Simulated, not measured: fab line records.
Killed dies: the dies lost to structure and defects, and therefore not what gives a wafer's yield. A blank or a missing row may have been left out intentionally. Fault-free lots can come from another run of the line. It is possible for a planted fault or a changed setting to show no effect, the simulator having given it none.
Problem report in the 8D (eight disciplines) form, filled by code + flow gf180mcu + the parts of the form that need people (team, actions taken, sign-off) are left out

1. THE ISSUE
Wafers free of any fault read 11.03 nm (standard deviation 0.22) for DUAL_GATE_OXIDATION_00_THK at GF_DUAL_GATE_THK_MEAS_03, against a mean of 9.42 nm on 6 wafers of 2 lots. Measured from the usual mean, that is -7.3 standard deviations.
Earliest sighting: wafer L118.3 on film-metro-02 at day 9 02:00. The record holds 36 wafers of 12 lots with a number at this step. The rule behind "out" and "out of limits": a value lying over 4 standard deviations away from the usual mean. Any other wafer with a number is counted as sound.

2. WHAT IT IS AND WHAT IT IS NOT
| question                    | is                         | is not                                                                                                  |
|-----------------------------|----------------------------|---------------------------------------------------------------------------------------------------------|
| which readings at this step | DUAL_GATE_OXIDATION_00_THK | -                                                                                                       |
| which lots                  | L118, L119                 | L115, L116, L117, L126, L128, L130, L131, L132, L134, L135                                              |
| which wafers of those lots  | all that have a number     | -                                                                                                       |
| read on which gauges        | film-metro-02              | film-metro-03, film-metro-04                                                                            |
| when                        | from day 9 02:00           | up to then (9 sound wafers); but 21 sound wafers of L126, L128, L130, L131, L132, L134, L135 came after |

3. WHAT RULES OUT EACH SUSPECT
Counting: a tool at a process step up to the reading stays a suspect if it ran every lot that is out and no sound lot after the first of them.
- the gauge at GF_DUAL_GATE_THK_MEAS_03 has been ruled out. All the wafers that are out were read on film-metro-02, but those of them that GF_DUAL_GATE_OXIDATION_02 has rows for are out there too, on other tools.
- furnace-02 at GF_DUAL_GATE_OXIDATION_02 (stabilise 600 s, purge 300 s, target thk 10.887 nm): ruled out as a lasting fault. The sound lots L128 went through it after L118, its earliest lot that is out (day 9 00:32).
Left after counting: nothing in the record.

4. THE CAUSE (what the simulator had put in)
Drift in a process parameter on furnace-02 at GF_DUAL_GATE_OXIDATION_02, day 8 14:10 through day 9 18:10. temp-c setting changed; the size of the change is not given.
Counting ruled it out, wrongly: the rule takes a fault to strike every lot that its tool runs from its start on, and this one did not.

5. THE EFFECT CHAIN, in route order
Rows list readings where the struck wafers' mean (over those with a number) sits beyond 3 standard deviations from the usual. Scope: only readings with a usual standard deviation given in the record; hours: median across lots of the time from each lot's start at the first step in this table that gives one to its start at this step; sigmas: change in usual standard deviations.
| hours | step                      | reading                    | usual    | on struck wafers | change | sigmas      |
|-------|---------------------------|----------------------------|----------|------------------|--------|-------------|
| 0     | GF_DUAL_GATE_OXIDATION_02 | spike-tc-bottom-C          | 920 C    | 901              | -19    | -6.4        |
| 0     | GF_DUAL_GATE_OXIDATION_02 | spike-tc-centre-C          | 900.2 C  | 883.0            | -17.2  | -11         |
| 0     | GF_DUAL_GATE_OXIDATION_02 | spike-tc-lower-C           | 901.1 C  | 886.0            | -15.1  | -17         |
| 0     | GF_DUAL_GATE_OXIDATION_02 | spike-tc-top-C             | 912.3 C  | 900.3            | -12.0  | -5.7        |
| 0     | GF_DUAL_GATE_OXIDATION_02 | spike-tc-upper-C           | 899.2 C  | 885.4            | -13.8  | -13         |
| 0     | GF_DUAL_GATE_OXIDATION_02 | tube-center-temp-C         | 900.01 C | 884.73           | -15.28 | -99 or more |
| 0     | GF_DUAL_GATE_OXIDATION_02 | tube_center_temp_C_max     | 902.3    | 887.1            | -15.2  | -42         |
| 1     | GF_DUAL_GATE_THK_MEAS_03  | DUAL_GATE_OXIDATION_00_THK | 11.03 nm | 9.42             | -1.61  | -7.3        |
Its process steps:
- GF_DUAL_GATE_OXIDATION_02: stabilise 600 s, purge 300 s, target thk 10.887 nm.
Later measuring or inspecting steps at which every struck wafer that the step has a row for has a number for every such reading, and none has moved that far: GF_V1_OVL_MEAS_15.

6. WHAT WOULD HAVE CAUGHT IT SOONER
In this record the first reading out of limits at a measuring or inspecting step was taken at day 9 02:00, 12 hours after the fault began at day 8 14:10.
The tool's own readings at GF_DUAL_GATE_OXIDATION_02 were out on every struck wafer that the step has a row for (spike-tc-bottom-C, spike-tc-centre-C, spike-tc-lower-C, spike-tc-top-C, spike-tc-upper-C, tube-center-temp-C, tube_center_temp_C_max): an alarm limit on them would have fired on the first of those.
